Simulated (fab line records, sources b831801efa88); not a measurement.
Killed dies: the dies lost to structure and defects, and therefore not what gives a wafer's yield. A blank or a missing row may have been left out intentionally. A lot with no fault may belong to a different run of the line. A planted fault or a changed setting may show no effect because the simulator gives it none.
Problem report, 8D (eight disciplines) form, completed by code	flow sky130	the parts of the form that need people (team, actions taken, sign-off) are left out

## 1. PROBLEM STATEMENT
Wafers free of any fault read 498 (standard deviation 5) for NWELL_2_TW at SKY_NWELL_TW_MEAS_26, against a mean of 1834 on 9 wafers of 3 lots. That is +99 or more standard deviations from the usual mean.
First seen on wafer L607.2, day 8 20:16, on film-metro-04. At this step, 45 wafers from 15 lots have a number in the record. Rule for "out" (also "out of limits"): further than 4 standard deviations from the usual mean. Any other wafer with a number is counted as sound.

## 2. WHAT IT IS, WHAT IT ISN'T
question	is	is not
which readings at this step	NWELL_2_TW	-
which lots	L607, L608, L609	L594, L595, L596, L597, L598, L600, L601, L605, L606, L613, L614, L615
which wafers of those lots	all that have a number	-
read on which gauges	film-metro-03, film-metro-04	film-metro-01
when	from day 8 20:16	up to then (27 sound wafers); but 9 sound wafers of L613, L614, L615 came after

## 3. SUSPECTS, AND WHAT RULES EACH OUT
Counting: a tool at any process step up to the reading remains a suspect when it ran all the lots that are out and ran no sound lot after the first of those.
- ruled out: the gauge at SKY_NWELL_TW_MEAS_26. 2 gauges (film-metro-03, film-metro-04) read the wafers that are out.
- litho-track-01 at SKY_NWELL_COAT_05 (resist thk 3000 nm): kept. It processed each lot that is out, first L607 at day 7 11:59, and no sound lot thereafter; up to then, the last sound lot it processed was L600 at day 5 18:05.
Left after counting: litho-track-01 at SKY_NWELL_COAT_05.

## 4. THE CAUSE (what the simulator had put in)
Entire step skipped (litho-track-01, SKY_NWELL_COAT_05), from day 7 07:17 onward. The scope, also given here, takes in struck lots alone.
After counting, this tool was the only one left.

## 5. THE EFFECT CHAIN, in route order
Rows list readings where the struck wafers' mean (over those with a number) sits beyond 3 standard deviations from the usual. Scope: only readings with a usual standard deviation given in the record; hours: median across lots of the time from each lot's start at the first step in this table that gives one to its start at this step; sigmas: change in usual standard deviations.
hours	step	reading	usual	on struck wafers	change	sigmas
0	SKY_NWELL_TW_MEAS_26	NWELL_2_TW	498	1834	+1336	+99 or more
Readings that are blank on the struck wafers while sound wafers have them: chill-plate-temp-C at SKY_NWELL_COAT_05; dispense-pressure-kPa at SKY_NWELL_COAT_05; NWELL_00_OVL at SKY_NWELL_OVL_MEAS_10.
At these later measuring or inspecting steps, every struck wafer for which the step has a row has a number for every such reading, and none has moved that far: SKY_VT_ADJUST_HVTP_OVL_MEAS_08.

## 6. WHAT WOULD HAVE CAUGHT IT SOONER
Counted from the fault's start at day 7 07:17, it took 37 hours until the first out-of-limits reading at a measuring or inspecting step in this record, taken at day 8 20:16.
Between SKY_NWELL_COAT_05 and SKY_NWELL_TW_MEAS_26, SKY_NWELL_OVL_MEAS_10 gave no NWELL_00_OVL on the struck wafers, where sound wafers have one: a measuring or inspecting step that comes back empty is itself a sign.
At SKY_NWELL_COAT_05 the tool's readings are blank on the struck wafers, where sound wafers have them: an empty tool record is the first sign, and it was there at once.
Each of the lots that are out, 3 in all, had begun SKY_NWELL_COAT_05 on litho-track-01 no later than day 8 20:16. Holding the tool at that point would not have protected any of them.
